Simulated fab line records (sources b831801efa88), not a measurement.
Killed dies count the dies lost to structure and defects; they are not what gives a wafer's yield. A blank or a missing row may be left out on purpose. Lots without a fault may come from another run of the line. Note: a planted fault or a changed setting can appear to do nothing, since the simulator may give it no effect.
fab line records	flow sky130
record lots=7	wafers=19	lastDay=49
route steps=708 shown METAL5@671 PASSIVATION@681 PAD_OPEN@694
lots with no fault: from the same line, run without faults
startH: start of the lot's first displayed wafer, in hours after the record's first day	waitH: time in hours since the lot's previous step	" identical to the entry in the row above	L1.1+2: a single row standing in for several wafers	- no value present, or no start provided	* or withheld: withheld	< > ~ a bound
route shown NAME@n: a module of which the file shows steps, and the number in the route of the first	usual: mean/standard deviation taken from wafers without a fault	same: alike in all rows	chamber/n: place in a boat	sites: readings site by site	_std_site: their standard deviation	_edge_site: outer sites' mean less inner sites'	radiusMm: for every site, how far away it sits from the centre of the wafer	mask NAME#n: copy n	behind: the tool/chamber that last shaped the wafer	hold: reason for holding the lot/hours on hold/outcome of the hold	device: the transistor (n, p or np) that didn't switch	end of line: tests of these same wafers at the route's end	a step given without rows: its recipe and nothing more	killed: dies that structure and defects cost at the first sort, which is not the same as the wafer's yield	map: the dies of a wafer, with x for killed, . for not killed, _ for no die there
set.NAME: the run value of the setting; set.NAME@STEP: its run value at that earlier step	model.NAME: the simulator's own value behind a step, which no gauge read
lots seen at some steps along the route; tables by step, rows by wafer
services: from which hour (startH, from the record's first day; less than 0 if before it) a tool's chamber was out of use, for how many hours, and why
## steps
# step SKY_METAL5_SOFTBAKE_10
# recipe tempC=90	timeS=60	resist=NOVOLAK
# step SKY_METAL5_EXPOSE_11
# recipe maskId=MM5	na=0.6	sourceShape=conventional	sigmaOuter=0.6	polarization=unpolarized	targetCdNm=1600	doseMj=190
# step SKY_METAL5_PEB_12
# recipe tempC=withheld	timeS=*	resist=NOVOLAK
# step SKY_METAL5_DEVELOP_13
# recipe resist=NOVOLAK	developer=TMAH	developTimeS=60	devTempC=23
# step SKY_METAL5_DESCUM_14
# recipe chemistry=O2	sourcePowerW=150	biasPowerW=0	pressureMtorr=10	tempC=40	timeS=11
# usual drypumpMotorCurrentA=5.83/0.2	oesProductAu=1.002/0.01
lot.wafer	tool	chamber	startH	waitH	drypumpMotorCurrentA	oesProductAu	rfHoursCounterH
L904.1	rieMetal-01	0	1029.30	0.1	6.01	0.992	11
L904.2	"	1	"	"	5.66	1.011	18
L904.3	"	0	"	"	5.99	1.003	-
L905.2	rieMetal-01	0	1034.56	0.1	6.01	0.991	12
L905.4	"	0	"	"	6.02	0.994	-
L905.5	"	0	"	"	5.99	0.998	-
L914.1	rieMetal-01	1	1099.80	0.1	5.67	1.013	22
L914.3	"	1	"	"	5.66	1.020	-
L915.1	rieMetal-03	1	1103.30	0.1	5.89	1.008	18
L915.4	"	1	"	"	5.91	0.999	-
L917.3	rieMetal-01	1	1128.16	0.1	5.67	1.017	-
L917.4	"	0	"	"	6.01	0.984	-
L917.5	"	1	"	"	5.67	0.999	-
L919.1	rieMetal-04	0	1130.86	0.1	6.10	1.003	12
L919.2	"	1	"	"	5.67	1.000	24
L919.3	"	1	"	"	5.65	0.998	-
L922.1	rieMetal-01	1	1146.45	0.1	5.67	1.007	26
L922.4	"	0	"	"	6.02	0.997	-
L922.6	"	1	"	"	5.66	1.016	-
# step SKY_METAL5_METAL_ETCH_15
# recipe targetDepthA=12600	stopOn=SiO2	overEtchFrac=0.2	timeS=252	chemistry=Cl2/BCl3	resistSidewallDeg=86	pressureMtorr=10	icpW=900	biasW=48.5	Cl2_flow_sccm=60	bcl3FlowSccm=30
# usual drypumpMotorCurrentA=5.82/0.2	oesProductAu=0.894/0.0056	throttleValvePct=22.264/0.0093
lot.wafer	tool	chamber	startH	waitH	drypumpMotorCurrentA	oesProductAu	rfHoursCounterH	throttleValvePct
L904.1	rieMetal-01	0	1029.33	0.0	6.01	0.902	11	22.253
L904.2	"	1	"	"	5.67	0.896	18	22.260
L904.3	"	0	"	"	6.02	0.890	-	22.264
L905.2	rieMetal-01	0	1034.60	0.0	6.00	0.888	12	22.265
L905.4	"	0	"	"	6.01	0.897	-	22.254
L905.5	"	0	"	"	6.02	0.893	-	22.269
L914.1	rieMetal-01	1	1099.83	0.0	5.66	0.894	22	22.268
L914.3	"	1	"	"	5.65	0.892	-	22.269
L915.1	rieMetal-03	1	1103.33	0.0	5.88	0.893	18	22.249
L915.4	"	1	"	"	5.90	0.895	-	22.272
L917.3	rieMetal-01	1	1128.26	0.1	5.67	0.903	-	22.263
L917.4	"	0	"	"	6.01	0.887	-	22.249
L917.5	"	1	"	"	5.67	0.893	-	22.264
L919.1	rieMetal-04	0	1130.90	0.0	6.10	0.889	12	22.246
L919.2	"	1	"	"	5.68	0.894	24	22.269
L919.3	"	1	"	"	5.68	0.893	-	22.260
L922.1	rieMetal-01	1	1146.48	0.0	5.66	0.891	26	22.261
L922.4	"	0	"	"	6.00	0.896	-	22.246
L922.6	"	1	"	"	5.67	0.901	-	22.266
# step SKY_METAL5_STRIP_16
# recipe chemistry=O2/N2	powerW=1400	pressureMtorr=1500	platenTempC=withheld	o2FlowSccm=3000	n2FlowSccm=300	overashFraction=0.5
# step SKY_METAL5_STRIP_17
# recipe chemistry=postEtchResidueRemover	timeS=1200	tempC=72.5
# step SKY_METAL5_CLEAN_18
# recipe chemistry=IPA	timeS=180	tempC=25
# step SKY_METAL5_CLEAN_19
# recipe chemistry=O3/DIW	dry=n2Spin
# step SKY_PASSIVATION_CVD_00
# recipe material=SiO2	targetThkNm=90	tempC=400	timeS=withheld	rfW=600
# usual heaterPowerW=639/110
lot.wafer	tool	chamber	startH	waitH	heaterPowerW
L904.1	pecvd-03	0	1030.17	0.0	690
L904.2	"	1	"	"	601
L904.3	"	2	"	"	565
L905.2	pecvd-01	0	1035.46	0.0	845
L905.4	"	0	"	"	836
L905.5	"	0	"	"	837
L914.1	pecvd-01	2	1100.67	0.0	744
L914.3	"	1	"	"	562
L915.1	pecvd-03	2	1104.33	0.0	633
L915.4	"	0	"	"	709
L917.3	pecvd-03	1	1129.02	0.0	663
L917.4	"	2	"	"	601
L917.5	"	2	"	"	593
L919.1	pecvd-01	1	1131.72	0.0	606
L919.2	"	0	"	"	699
L919.3	"	2	"	"	715
L922.1	pecvd-04	0	1147.31	0.0	656
L922.4	"	1	"	"	460
L922.6	"	2	"	"	520
# step SKY_PASSIVATION_THK_MEAS_01
# recipe reads=SiO2_of_PASSIVATION_CVD_00
# usual PASSIVATION_CVD_00_THK=89.7/1.2
lot.wafer	tool	chamber	startH	waitH	PASSIVATION_CVD_00_THK[nm]
L904.1	filmMetro-03	-	1030.19	-	89.8
L904.2	"	-	"	"	90.5
L904.3	"	-	"	"	89.9
L905.2	filmMetro-04	-	1035.53	-	91.5
L905.4	"	-	"	"	90.6
L905.5	"	-	"	"	91.7
L914.1	filmMetro-03	-	1100.69	-	87.8
L914.3	"	-	"	"	87.9
L915.1	filmMetro-02	-	1104.35	-	88.9
L915.4	"	-	"	"	90.9
L917.3	filmMetro-03	-	1129.06	-	92.7
L917.4	"	-	"	"	90.3
L917.5	"	-	"	"	91.0
L919.1	filmMetro-04	-	1131.74	-	89.8
L919.2	"	-	"	"	90.4
L919.3	"	-	"	"	88.6
L922.1	filmMetro-03	-	1147.33	-	88.9
L922.4	"	-	"	"	91.3
L922.6	"	-	"	"	90.1
# step SKY_PASSIVATION_CVD_02
# recipe material=Si3N4	targetThkNm=540	tempC=400	timeS=withheld	rfW=450
# usual heaterPowerW=668/110
lot.wafer	tool	chamber	startH	waitH	heaterPowerW	model.Si3N4_of_PASSIVATION_CVD_02.thkNm
L904.1	pecvd-04	1	1030.25	0.1	574	534.7
L904.2	"	0	"	"	683	530.3
L904.3	"	2	"	"	578	531.3
L905.2	pecvd-03	0	1035.58	0.0	829	534.7
L905.4	"	0	"	"	679	551.5
L905.5	"	2	"	"	690	554.2
L914.1	pecvd-04	2	1100.75	0.1	586	419.7
L914.3	"	0	"	"	735	534.4
L915.1	pecvd-04	2	1104.41	0.1	594	413.6
L915.4	"	0	"	"	589	409.9
L917.3	pecvd-04	0	1129.10	0.0	723	539.3
L917.4	"	2	"	"	651	434.2
L917.5	"	0	"	"	700	543.7
L919.1	pecvd-03	2	1131.80	0.1	589	530.4
L919.2	"	0	"	"	737	532.8
L919.3	"	1	"	"	729	530.9
L922.1	pecvd-01	2	1147.39	0.1	662	542.7
L922.4	"	2	"	"	720	539
L922.6	"	0	"	"	848	545.7
# step SKY_PASSIVATION_THK_MEAS_03
# recipe reads=Si3N4_of_PASSIVATION_CVD_02
# usual PASSIVATION_CVD_02_THK=542/6.8
lot.wafer	tool	chamber	startH	waitH	PASSIVATION_CVD_02_THK[nm]
L904.1	filmMetro-02	-	1030.48	-	534
L904.2	"	-	"	"	530
L904.3	"	-	"	"	532
L905.2	filmMetro-03	-	1035.93	-	534
L905.4	"	-	"	"	552
L905.5	"	-	"	"	554
L914.1	filmMetro-04	-	1100.98	-	420
L914.3	"	-	"	"	535
L915.1	filmMetro-03	-	1104.64	-	413
L915.4	"	-	"	"	410
L917.3	filmMetro-04	-	1129.35	-	540
L917.4	"	-	"	"	434
L917.5	"	-	"	"	544
L919.1	filmMetro-02	-	1132.03	-	530
L919.2	"	-	"	"	533
L919.3	"	-	"	"	531
L922.1	filmMetro-03	-	1147.62	-	542
L922.4	"	-	"	"	539
L922.6	"	-	"	"	546
# step SKY_PASSIVATION_DEHYDRATE_04
# recipe tempC=200	timeS=60
# step SKY_PASSIVATION_HMDS_05
# recipe primeTimeS=60	primeTempC=120
# step SKY_PASSIVATION_COAT_06
# recipe spinRpm=2000	resistThkNm=3000
# step SKY_PASSIVATION_SOFTBAKE_07
# recipe tempC=110	timeS=withheld
# step SKY_PASSIVATION_EXPOSE_08
# recipe maskId=NSM	targetCdNm=3000	na=0.57	doseMj=260
# step SKY_PASSIVATION_PEB_09
# recipe tempC=115	timeS=withheld
# step SKY_PASSIVATION_DEVELOP_10
# recipe developTimeS=60	devTempC=23
# step SKY_PASSIVATION_ETCH_11
# recipe chemistry=CF4/O2	targetDepthNm=725	stopOn=AlCu	sourceW=800	biasW=150	pressureMtorr=150	cf4FlowSccm=80	O2_flow_sccm=10	timeS=161.1
# usual cf4FlowSccm=79.99/0.22	drypumpMotorCurrentA=5.8/0.44	oesProductAu=0.979/0.0074	throttleValvePct=5.964/0.0087
lot.wafer	tool	chamber	startH	waitH	cf4FlowSccm	drypumpMotorCurrentA	oesProductAu	rfHoursCounterH	throttleValvePct	model.etch.depthNm	model.PASSIVATION.featureDepthNm
L904.1	rieDiel-01	2	1052.36	-	79.86	5.6	0.977	18	5.946	699.7	699.7
L904.2	"	1	"	"	80.01	5.9	0.982	3	5.957	696.4	696.4
L904.3	"	0	"	"	79.86	6.4	0.973	25	5.953	696.7	696.7
L905.2	rieDiel-04	2	1057.90	-	80.56	6.0	0.967	11	5.966	700.3	700.3
L905.4	"	1	"	"	80.04	5.8	0.980	22	5.965	716.2	716.2
L905.5	"	1	"	"	79.80	5.9	0.983	-	5.972	719.7	719.7
L914.1	rieDiel-03	2	1121.11	-	80.08	5.5	0.885	16	5.951	580.4	580.4
L914.3	"	0	"	"	80.29	6.1	0.970	15	5.950	696.4	696.4
L915.1	rieDiel-03	2	1123.95	-	80.18	5.5	0.876	16	5.919	578	578
L915.4	"	2	"	"	79.80	5.5	0.877	-	5.925	575.9	575.9
L917.3	rieDiel-03	0	1147.81	-	80.14	6.1	0.989	17	5.974	707.3	707.3
L917.4	"	2	"	"	79.81	5.5	0.902	17	5.944	599.8	599.8
L917.5	"	2	"	"	80.33	5.5	0.981	-	5.981	710.2	710.2
L919.1	rieDiel-01	0	1150.26	-	79.98	6.4	0.967	28	5.963	695.1	695.1
L919.2	"	1	"	"	79.95	5.9	0.969	6	5.977	698	698
L919.3	"	3	"	"	80.22	4.9	0.969	23	5.962	694.5	694.5
L922.1	rieDiel-04	3	1165.41	-	79.71	5.8	0.979	12	5.963	705.8	705.8
L922.4	"	3	"	"	79.94	5.8	0.975	-	5.969	705.1	705.1
L922.6	"	2	"	"	80.25	6.0	0.980	-	5.970	709.7	709.7
# step SKY_PASSIVATION_STRIP_12
# recipe chemistry=O2/N2	powerW=1400	pressureMtorr=1500	platenTempC=withheld	overashFraction=0.7	o2FlowSccm=3000	n2FlowSccm=300
# usual drypumpMotorCurrentA=6.10/0.28	oesProductAu=0.660/0.0048	stripTimeToEndpointS=31.45/0.12
lot.wafer	tool	chamber	startH	waitH	drypumpMotorCurrentA	oesProductAu	rfHoursCounterH	stripTimeToEndpointS
L904.1	plasmaAsher-01	0	1052.47	0.1	5.82	0.654	126	31.57
L904.2	"	1	"	"	6.37	0.665	126	31.61
L904.3	"	1	"	"	6.35	0.657	-	31.60
L905.2	plasmaAsher-03	1	1058.00	0.1	6.17	0.672	63	31.41
L905.4	"	1	"	"	6.16	0.666	-	31.49
L905.5	"	1	"	"	6.16	0.661	-	31.58
L914.1	plasmaAsher-03	0	1121.22	0.1	5.96	0.659	69	31.47
L914.3	"	0	"	"	5.97	0.659	-	31.47
L915.1	plasmaAsher-02	0	1124.05	0.1	5.76	0.668	36	31.36
L915.4	"	1	"	"	6.50	0.665	-	31.33
L917.3	plasmaAsher-02	0	1147.95	0.1	5.76	0.659	-	31.46
L917.4	"	1	"	"	6.48	0.663	-	31.38
L917.5	"	0	"	"	5.74	0.661	-	31.52
L919.1	plasmaAsher-01	0	1150.37	0.1	5.83	0.660	8	31.40
L919.2	"	1	"	"	6.39	0.668	8	31.49
L919.3	"	0	"	"	5.83	0.657	-	31.49
L922.1	plasmaAsher-02	0	1165.52	0.1	5.76	0.663	40	31.34
L922.4	"	0	"	"	5.75	0.670	-	31.28
L922.6	"	1	"	"	6.50	0.662	-	31.28
# step SKY_PAD_OPEN_DEHYDRATE_00
# recipe tempC=200	timeS=60
# step SKY_PAD_OPEN_HMDS_01
# recipe primeTimeS=60	primeTempC=120
# step SKY_PAD_OPEN_COAT_02
# recipe spinRpm=2000	resistThkNm=3000
# step SKY_PAD_OPEN_SOFTBAKE_03
# recipe tempC=110	timeS=withheld
# step SKY_PAD_OPEN_EXPOSE_04
# recipe maskId=PDM	targetCdNm=60000	na=0.57	doseMj=260
# step SKY_PAD_OPEN_PEB_05
# recipe tempC=115	timeS=withheld
# step SKY_PAD_OPEN_DEVELOP_06
# recipe developTimeS=60	devTempC=23
# step SKY_PAD_OPEN_ETCH_07
# recipe chemistry=CF4/O2	targetDepthNm=725	stopOn=AlCu	sourceW=800	biasW=150	pressureMtorr=150	cf4FlowSccm=80	O2_flow_sccm=10	timeS=161.1
# usual cf4FlowSccm=80.01/0.25	drypumpMotorCurrentA=5.6/0.49	oesProductAu=0.979/0.0069	throttleValvePct=5.965/0.0093
lot.wafer	tool	chamber	startH	waitH	cf4FlowSccm	drypumpMotorCurrentA	oesProductAu	rfHoursCounterH	throttleValvePct	model.etch.depthNm	model.PAD_OPEN.featureDepthNm
L904.1	rieDiel-01	1	1073.94	-	79.83	5.9	0.981	3	5.972	699.7	699.7
L904.2	"	0	"	"	80.48	6.4	0.965	26	5.968	696.4	696.4
L904.3	"	3	"	"	79.51	4.9	0.971	21	5.958	696.7	696.7
L905.2	rieDiel-03	1	1079.46	-	79.83	6.3	0.982	18	5.961	700.3	700.3
L905.4	"	3	"	"	80.06	5.5	0.981	30	5.975	716.2	716.2
L905.5	"	3	"	"	79.95	5.5	0.996	-	5.988	720.9	720.9
L914.1	rieDiel-01	0	1140.25	-	79.77	6.4	0.879	27	5.933	580.4	580.4
L914.3	"	1	"	"	80.58	5.9	0.972	6	5.966	696.4	696.4
L915.1	rieDiel-02	3	1142.31	-	79.78	5.2	0.875	18	5.929	578	578
L915.4	"	1	"	"	79.93	4.7	0.867	-	5.935	575.9	575.9
L917.3	rieDiel-01	1	1165.90	-	79.89	5.9	0.981	7	5.963	707.3	707.3
L917.4	"	2	"	"	79.73	5.6	0.894	22	5.942	599.8	599.8
L917.5	"	1	"	"	79.97	5.9	0.989	-	5.966	710.2	710.2
L919.1	rieDiel-01	3	1168.06	-	80.35	4.9	0.977	24	5.951	695.1	695.1
L919.2	"	2	"	"	80.37	5.6	0.971	22	5.961	698	698
L919.3	"	1	"	"	80.09	5.9	0.967	7	5.974	694.5	694.5
L922.1	rieDiel-01	3	1182.10	-	80.30	4.9	0.980	25	5.966	705.8	705.8
L922.4	"	0	"	"	79.75	6.4	0.982	29	5.967	705.1	705.1
L922.6	"	2	"	"	79.99	5.6	0.988	-	5.983	709.7	709.7
# step SKY_PAD_OPEN_STRIP_08
# recipe chemistry=O2/N2	powerW=1400	pressureMtorr=1500	platenTempC=withheld	overashFraction=0.7	o2FlowSccm=3000	n2FlowSccm=300
# usual drypumpMotorCurrentA=6.12/0.2	oesProductAu=0.663/0.0044
lot.wafer	tool	chamber	startH	waitH	drypumpMotorCurrentA	oesProductAu	rfHoursCounterH
L904.1	plasmaAsher-01	0	1074.05	0.1	5.81	0.663	1
L904.2	"	1	"	"	6.34	0.670	1
L904.3	"	1	"	"	6.35	0.661	-
L905.2	plasmaAsher-04	1	1079.57	0.1	6.26	0.661	96
L905.4	"	1	"	"	6.24	0.664	-
L905.5	"	1	"	"	6.23	0.673	-
L914.1	plasmaAsher-04	1	1140.35	0.1	6.27	0.667	101
L914.3	"	0	"	"	6.35	0.663	-
L915.1	plasmaAsher-01	0	1142.42	0.1	5.85	0.655	7
L915.4	"	0	"	"	5.84	0.663	-
L917.3	plasmaAsher-01	1	1166.04	0.1	6.38	0.655	-
L917.4	"	0	"	"	5.85	0.666	-
L917.5	"	0	"	"	5.83	0.663	-
L919.1	plasmaAsher-01	1	1168.17	0.1	6.38	0.662	10
L919.2	"	0	"	"	5.82	0.667	10
L919.3	"	1	"	"	6.35	0.656	-
L922.1	plasmaAsher-03	0	1182.20	0.1	5.95	0.662	74
L922.4	"	0	"	"	5.94	0.663	-
L922.6	"	1	"	"	6.16	0.657	-
# step SKY_PAD_OPEN_STRIP_09
# recipe chemistry=postEtchResidueRemover	timeS=1200	tempC=72.5
lot.wafer	tool	chamber	startH	waitH	model.Si3N4_of_PASSIVATION_CVD_02.thkNm
L904.1	wetBench-04	3	1074.15	0.1	534.4
L904.2	"	3	"	"	529.9
L904.3	"	3	"	"	530.9
L905.2	wetBench-04	3	1079.67	0.1	534.3
L905.4	"	3	"	"	551.2
L905.5	"	3	"	"	553.8
L914.1	wetBench-04	3	1140.45	0.1	419.3
L914.3	"	3	"	"	534
L915.1	wetBench-03	0	1142.52	0.1	413.3
L915.4	"	0	"	"	409.5
L917.3	wetBench-04	0	1166.10	0.0	538.9
L917.4	"	0	"	"	433.8
L917.5	"	0	"	"	543.3
L919.1	wetBench-04	2	1168.27	0.1	530
L919.2	"	2	"	"	532.4
L919.3	"	2	"	"	530.6
L922.1	wetBench-01	3	1182.30	0.1	542.4
L922.4	"	3	"	"	538.6
L922.6	"	3	"	"	545.3
# step SKY_PAD_OPEN_CLEAN_10
# recipe chemistry=IPA	timeS=180	tempC=25
# step SKY_PAD_OPEN_PROBE_99
# usual defectLimitedYield=82.7/1.8	killed_at_M0_to_M3=44/6.8	killed_at_M4_up=3.2/1.7	killedAtContacts=24/4.9	killedAtFrontEnd=14/4.1	killedAtOther=0.2/0.51	killedDies=85/8.7	killedOpen=46/6.8	killedShort=39/6.1	sort_bin_3_pad_short=0.9/0.43	sort_bin_5_function=10.1/1.4	sort_bin_6_memory=6.3/1.1	sortNPass=407/8.7	sortYieldPct=82.7/1.8
# same grossDies=492	killedAtBackSide=0	sort_bin_4_leakage[%]=0	sort_bin_8_speed[%]=0
lot.wafer	tool	chamber	startH	waitH	defectLimitedYield[%]	killed_at_M0_to_M3	killed_at_M4_up	killedAtContacts	killedAtFrontEnd	killedAtOther	killedDies	killedOpen	killedShort	sort_bin_3_pad_short[%]	sort_bin_5_function[%]	sort_bin_6_memory[%]	sortNPass	sortYieldPct[%]
L905.2	prober-02	-	1081.88	0.1	81.9	49	5	23	10	2	89	44	45	1.0	10.4	6.7	403	81.9
L905.4	prober-02	-	1081.98	0.2	82.1	34	3	29	21	1	88	52	36	0.4	10.6	6.9	404	82.1
L905.5	prober-02	-	1082.03	0.2	83.3	36	5	28	13	0	82	51	31	1.2	7.9	7.5	410	83.3
# killed by level:class
L905.2 VIA1:geometricParticle:open=9 VIA3:geometricParticle:open=8 LI_CONTACT:geometricParticle:open=7 VIA1:geometricParticle:short=7 VIA2:geometricParticle:short=7 CONTACT:geometricParticle:open=6 VIA2:geometricParticle:open=6 METAL4:geometricParticle:short=5
L905.4 CONTACT:geometricParticle:open=10 LI_CONTACT:geometricParticle:open=9 POLY_GATE:geometricParticle:short=6 VIA1:geometricParticle:open=6 VIA2:geometricParticle:open=6 POLY_GATE:geometricParticle:open=5 METAL3:geometricParticle:short=5 METAL2:geometricParticle:short=5
L905.5 CONTACT:geometricParticle:open=12 VIA1:geometricParticle:open=8 VIA2:geometricParticle:open=7 LI_CONTACT:geometricParticle:open=7 VIA3:geometricParticle:open=7 CONTACT:geometricParticle:short=7 VIA1:geometricParticle:short=7 POLY_GATE:geometricParticle:short=4
## services
tool	chamber	startH	hours	kind
pecvd-01	1	1021.87	6.0	repair
pecvd-03	1	1031.78	54.6	repair
rieDiel-04	1	1037.12	3.1	repair
rieDiel-03	2	1037.86	5.8	repair
plasmaAsher-03	-	1039.53	4.2	repair
rieDiel-04	2	1040.27	4.1	repair
pecvd-01	-	1043.31	3.4	repair
plasmaAsher-01	-	1055.25	9.0	pm
rieMetal-01	-	1068.02	0.2	repair
rieMetal-01	1	1091.07	8.4	repair
rieDiel-04	1	1093.35	5.1	repair
rieMetal-03	0	1097.63	4.0	repair
rieDiel-01	0	1107.40	14.0	repair
rieDiel-01	-	1123.74	1.4	repair
pecvd-03	0	1123.81	6.2	repair
pecvd-01	2	1133.81	8.5	repair
rieDiel-01	3	1138.53	9.6	repair
plasmaAsher-04	-	1154.14	1.2	repair
rieMetal-01	-	1162.47	14.6	pm
pecvd-03	0	1162.76	24.4	repair
plasmaAsher-03	-	1163.94	2.9	repair
rieDiel-04	-	1171.54	2.8	pm
rieDiel-03	-	1171.87	0.3	repair
wetBench-04	-	1172.11	2.1	repair
## key
firstSign step=SKY_PASSIVATION_THK_MEAS_03	reading=PASSIVATION_CVD_02_THK	direction=down	sigmas=18	usual=542	struck=419
effect step=SKY_PASSIVATION_ETCH_11	reading=oesProductAu	direction=down	sigmas=13	usual=0.979	struck=0.885
effect step=SKY_PAD_OPEN_ETCH_07	reading=oesProductAu	direction=down	sigmas=15	usual=0.979	struck=0.879
modelEffect step=SKY_PASSIVATION_CVD_02	value=Si3N4_of_PASSIVATION_CVD_02.thkNm	without=541.2	struck=419.3
modelEffect step=SKY_PASSIVATION_ETCH_11	value=etch.depthNm	without=705.4	struck=583.5
modelEffect step=SKY_PAD_OPEN_ETCH_07	value=etch.depthNm	without=705.4	struck=583.5
modelEffect step=SKY_PAD_OPEN_STRIP_09	value=Si3N4_of_PASSIVATION_CVD_02.thkNm	without=540.8	struck=419
metAt SKY_PASSIVATION_CVD_02
struckWafers L914.1,L915.1,L915.4,L917.4
onsetBetween 1030.25 1100.75
fault kind=processParameterDrift	tool=pecvd-04	chamber=-	onsetH=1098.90	steps=SKY_PASSIVATION_CVD_02	channel=timeS	offset=withheld	shape=step	endH=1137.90	scope=struckWafersOnly	actsIn=*
